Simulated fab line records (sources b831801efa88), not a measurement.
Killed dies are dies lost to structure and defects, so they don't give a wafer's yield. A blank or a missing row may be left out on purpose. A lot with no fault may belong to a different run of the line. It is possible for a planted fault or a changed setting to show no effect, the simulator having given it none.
Which tool was responsible? / flow sky130 / 33 wafers from 11 lots sampled at 2 of the route's 708 steps

## WHAT THE GAUGES SHOWED, per wafer
SKY_METAL3_OVL_MEAS_14.
lot=L807; measured=day 38 20:39; on=overlay-02; METAL3_OVL (nm)=-6 1 -10
lot=L809; measured=day 39 22:50; on=overlay-02; METAL3_OVL (nm)=8 6 6
lot=L811; measured=day 40 02:28; on=overlay-01; METAL3_OVL (nm)=-6 1 -9
lot=L812; measured=day 40 16:26; on=overlay-02; METAL3_OVL (nm)=0 -3 1
lot=L814; measured=day 41 13:52; on=overlay-02; METAL3_OVL (nm)=-4 -13 -1
lot=L820; measured=day 42 09:24; on=overlay-02; METAL3_OVL (nm)=-3 8 0
lot=L818; measured=day 42 10:41; on=overlay-02; METAL3_OVL (nm)=9 15 6
lot=L827; measured=day 44 04:05; on=overlay-01; METAL3_OVL (nm)=1 1 -2
lot=L826; measured=day 44 04:45; on=overlay-02; METAL3_OVL (nm)=4 2 -1
lot=L830; measured=day 44 23:23; on=overlay-01; METAL3_OVL (nm)=10 11 9
lot=L829; measured=day 45 00:12; on=overlay-01; METAL3_OVL (nm)=13 5 14

## TOOL THAT RAN EACH LOT (tool first, then ch and the chambers of the sampled wafers, then the start)
lot=L807; SKY_METAL2_METAL_ETCH_19=rie metal-01 ch 0,1, day 35 11:08
lot=L809; SKY_METAL2_METAL_ETCH_19=rie metal-01 ch 0,1, day 36 14:01
lot=L811; SKY_METAL2_METAL_ETCH_19=rie metal-01 ch 0,1, day 36 19:15
lot=L812; SKY_METAL2_METAL_ETCH_19=rie metal-04 ch 1, day 37 10:52
lot=L814; SKY_METAL2_METAL_ETCH_19=rie metal-04 ch 0,1, day 38 10:27
lot=L820; SKY_METAL2_METAL_ETCH_19=rie metal-01 ch 0,1, day 39 04:56
lot=L818; SKY_METAL2_METAL_ETCH_19=rie metal-01 ch 0,1, day 39 06:10
lot=L827; SKY_METAL2_METAL_ETCH_19=rie metal-03 ch 0,1, day 41 02:46
lot=L826; SKY_METAL2_METAL_ETCH_19=rie metal-04 ch 0,1, day 41 04:16
lot=L830; SKY_METAL2_METAL_ETCH_19=rie metal-01 ch 1, day 42 00:04
lot=L829; SKY_METAL2_METAL_ETCH_19=rie metal-03 ch 0,1, day 42 02:31
- SKY_METAL2_METAL_ETCH_19: etches the open film in Cl2/BCl3, stops on SiO2, target depth 360 nm, time 78 s.

## THE ANSWER, worked out from the rows above alone
Rule: usual is defined by the lots themselves. Put in order of their means at a reading, lots are off if they are a third of the lots or fewer, leave a main group of 4 or more, and stand apart from it by a gap of 3 or more times the standard deviation of the main group's means; of several such gaps the widest counts. Not used: any main group whose means are identical at the precision the tables above print for the reading. A lot without any number at a reading at which 4 lots or more have one is off too. Where the step has rows for the other lots, those lots are counted as sound.
No lot is off at any reading shown: from this, nothing can be told.

## WHAT WAS PUT IN BY THE SIMULATOR
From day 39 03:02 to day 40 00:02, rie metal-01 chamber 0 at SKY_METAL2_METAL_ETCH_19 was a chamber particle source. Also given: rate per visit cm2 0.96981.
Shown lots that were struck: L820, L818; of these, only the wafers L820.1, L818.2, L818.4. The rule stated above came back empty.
